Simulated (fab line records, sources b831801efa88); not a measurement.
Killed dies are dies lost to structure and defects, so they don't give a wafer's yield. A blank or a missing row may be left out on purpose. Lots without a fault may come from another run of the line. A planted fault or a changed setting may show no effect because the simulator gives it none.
Which tool did it? | flow gf180mcu | 12 lots, 36 wafers sampled, at 2 steps of a route of 602

WHAT THE GAUGES READ, wafer by wafer
GF_HV_LDD_TW_MEAS_38.
lot  | measured     | on            | HV_LDD_3_TW
L075 | day 11 19:18 | film_metro-04 | 1448 1447 1448
L077 | day 12 08:54 | film_metro-02 | 1445 1450 1439
L079 | day 13 08:12 | film_metro-03 | 1417 1445 1431
L081 | day 13 22:15 | film_metro-02 | 1451 1436 1439
L083 | day 14 10:40 | film_metro-04 | 1445 1447 1443
L085 | day 15 06:40 | film_metro-03 | 1442 1443 1446
L087 | day 15 17:51 | film_metro-04 | 1443 1446 1441
L089 | day 16 10:25 | film_metro-04 | 1449 1460 1445
L091 | day 16 22:38 | film_metro-02 | 1443 1432 1433
L093 | day 17 20:16 | film_metro-02 | 1437 1441 1438
L095 | day 18 11:19 | film_metro-04 | 1442 1439 1439
L097 | day 19 00:50 | film_metro-03 | 1437 1434 1441

WHICH TOOL RAN EACH LOT (tool, then ch and the chambers of the sampled wafers, then the start)
lot  | GF_VT_IMPLANT_STRIP_09
L075 | plasma_asher-03 ch 0,1, day 5 21:14
L077 | plasma_asher-03 ch 0,1, day 6 08:23
L079 | plasma_asher-04 ch 0,1, day 7 00:38
L081 | plasma_asher-02 ch 0,1, day 7 10:38
L083 | plasma_asher-02 ch 0,1, day 7 22:41
L085 | plasma_asher-03 ch 0, day 8 12:01
L087 | plasma_asher-02 ch 0,1, day 8 22:44
L089 | plasma_asher-03 ch 0,1, day 9 11:32
L091 | plasma_asher-03 ch 0,1, day 9 22:44
L093 | plasma_asher-03 ch 0,1, day 10 12:43
L095 | plasma_asher-03 ch 0,1, day 11 03:17
L097 | plasma_asher-04 ch 0,1, day 11 13:34
- GF_VT_IMPLANT_STRIP_09: strips in O2/N2.

THE ANSWER, worked out from the rows above alone
Rule: what is usual is taken from the lots themselves. Put in order of their means at a reading, lots are off if they are a third of the lots or fewer, leave a main group of 4 or more, and stand apart from it by a gap of 3 or more times the standard deviation of the main group's means; of several such gaps the widest counts. A main group whose means are all the same, to the digits that the tables above print for the reading, isn't used. A lot without any number at a reading at which 4 lots or more have one is off too. The other lots that the step has rows for count as sound.
No lot is off at any reading shown: from this, nothing can be told.

WHAT THE SIMULATOR HAD PUT IN
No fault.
